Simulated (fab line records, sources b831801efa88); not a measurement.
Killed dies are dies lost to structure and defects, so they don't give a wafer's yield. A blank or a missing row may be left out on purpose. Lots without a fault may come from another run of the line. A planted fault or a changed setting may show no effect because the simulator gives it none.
One fault seen from 2 desks | flow sky130 | each desk has only its own numbers; what lay behind them comes last

THE METROLOGY DESK
What the gauges read, lot by lot, whatever tool the lot ran on: means of the sampled wafers that have a number. A lot is out of limits, marked OUT, if its mean lies more than 4 standard deviations from the usual mean; the brackets give that distance.
Columns: A = cd_nm at SKY_FIELD_ISO_CD_MEAS_13, usual 149.8 nm; B = LDD_HVP_OVL at SKY_LDD_HVP_OVL_MEAS_07, usual 0.7 nm
lot  | first seen here | A     | B
L181 | day 2 05:47     | 151.0 | 1.0
L184 | day 2 19:35     | 150.8 | -1.6
L185 | day 3 04:52     | 150.9 | 1.5
L186 | day 3 09:56     | 148.7 | 0.5
L187 | day 3 13:55     | 150.7 | 1.4
L189 | day 3 22:26     | 149.9 | 2.3
L190 | day 4 04:08     | 150.7 | 0.9
L191 | day 4 09:31     | 150.2 | 0.2
L192 | day 4 12:54     | 149.6 | 2.1
L193 | day 4 20:31     | 148.8 | 0.9
L195 | day 5 07:37     | 148.6 | 1.7
L198 | day 5 21:32     | 149.7 | 1.5
L199 | day 6 01:47     | 147.2 | -1.6
L201 | day 6 13:27     | 148.5 | -0.7
This desk's finding: nothing out of limits on any of the 14 lots.

THE TOOL OWNER'S DESK: implanter-02
The tool's own readings at SKY_SONOS_TUNNEL_IMPLANT_09: means of the sampled wafers that have a number, for each lot that ran on this tool. A lot is out of limits, marked OUT, if its mean lies more than 4 standard deviations from the usual mean; the brackets give that distance.
Columns: A = beam_energy_keV at SKY_SONOS_TUNNEL_IMPLANT_09, usual 20.001
lot  | first seen here | A
L185 | day 12 23:16    | 20.004
L190 | day 14 12:31    | 20.010
L191 | day 14 13:04    | 20.001
L193 | day 15 14:13    | 20.008
L198 | day 17 00:46    | 17.987 (-99 or more) OUT
L201 | day 18 10:08    | 17.976 (-99 or more) OUT
This desk's finding: out of limits on L198, L201; first on L198, day 17 00:46 (beam_energy_keV at SKY_SONOS_TUNNEL_IMPLANT_09). In limits: L185, L190, L191, L193.

PUT TOGETHER
The tool owner's desk could have raised an alarm at day 17 00:46, on L198, L201.
The metrology desk saw nothing out of limits.
The metrology desk has L198, L201 on record, within its limits.
Of the lots named, all ran SKY_SONOS_TUNNEL_IMPLANT_09 on implanter-02.

WHAT THE SIMULATOR HAD PUT IN
Process parameter drift: implanter-02, from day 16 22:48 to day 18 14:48, at SKY_SONOS_TUNNEL_IMPLANT_09. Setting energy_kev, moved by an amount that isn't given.
Lots struck among those shown: L198, L201.
Hours from the fault's start to each desk's first reading out of limits: the tool owner's desk, 2.
